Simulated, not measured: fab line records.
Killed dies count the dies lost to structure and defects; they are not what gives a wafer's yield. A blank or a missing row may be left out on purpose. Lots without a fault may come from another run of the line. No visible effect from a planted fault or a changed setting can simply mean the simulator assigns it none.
Which tool is to blame? -- flow sky130 -- 33 wafers sampled from 11 lots at 1 step of a route of 708

## WHAT EACH GAUGE READ, for each wafer
SKY_FIELD_ISO_BOW_MEAS_00. Usual: INCOMING_BOW 1 um, standard deviation 6.2.
lot,measured,on,INCOMING_BOW (um),flag
L180,day 1 10:01,filmMetro-03,-1 6 9,
L182,day 1 20:01,filmMetro-02,5 8 8,
L183,day 2 01:01,filmMetro-02,-3 2 8,
L184,day 2 06:04,filmMetro-03,13 -4 -4,
L188,day 3 02:00,filmMetro-02,0 -2 1,
L190,day 3 12:00,filmMetro-03,-7 6 9,
L194,day 4 08:00,filmMetro-02,-2 -4 0,
L196,day 4 18:00,filmMetro-04,6 -6 -4,
L198,day 5 04:02,filmMetro-03,4 10 -2,
L202,day 6 00:00,filmMetro-02,1 0 -2,
L203,day 6 05:01,filmMetro-04,0 6 0,

## WHAT TOOL EACH LOT RAN ON (gives the tool, then ch and the chambers of the sampled wafers, and finally the start)
Record: no process step prior to these readings.

## AS READ BY THE TOOLS THEMSELVES (means over the sampled wafers that have a number; for cases with no such wafer, the mark the record gives instead)
The record holds no such reading with a usual standard deviation.

## THE ANSWER, worked out from the rows above alone
Rule: take the mean of a lot's wafers that have a number; if it is more than 3 standard deviations from the usual mean, the lot is off. Also off: a lot with no number at a reading for which 4 or more lots have one. Any other lot the step has rows for is counted as sound. Order of review: gauges by route order, followed by the tools' own readings, for which a lot's mean as printed above is used. At the first step where some lot is off, the reading lying furthest off is the one used; lots without a number count as furthest.
Across all readings shown, no lot is off: no conclusion can be drawn from this.

## WHAT THE SIMULATOR PUT IN
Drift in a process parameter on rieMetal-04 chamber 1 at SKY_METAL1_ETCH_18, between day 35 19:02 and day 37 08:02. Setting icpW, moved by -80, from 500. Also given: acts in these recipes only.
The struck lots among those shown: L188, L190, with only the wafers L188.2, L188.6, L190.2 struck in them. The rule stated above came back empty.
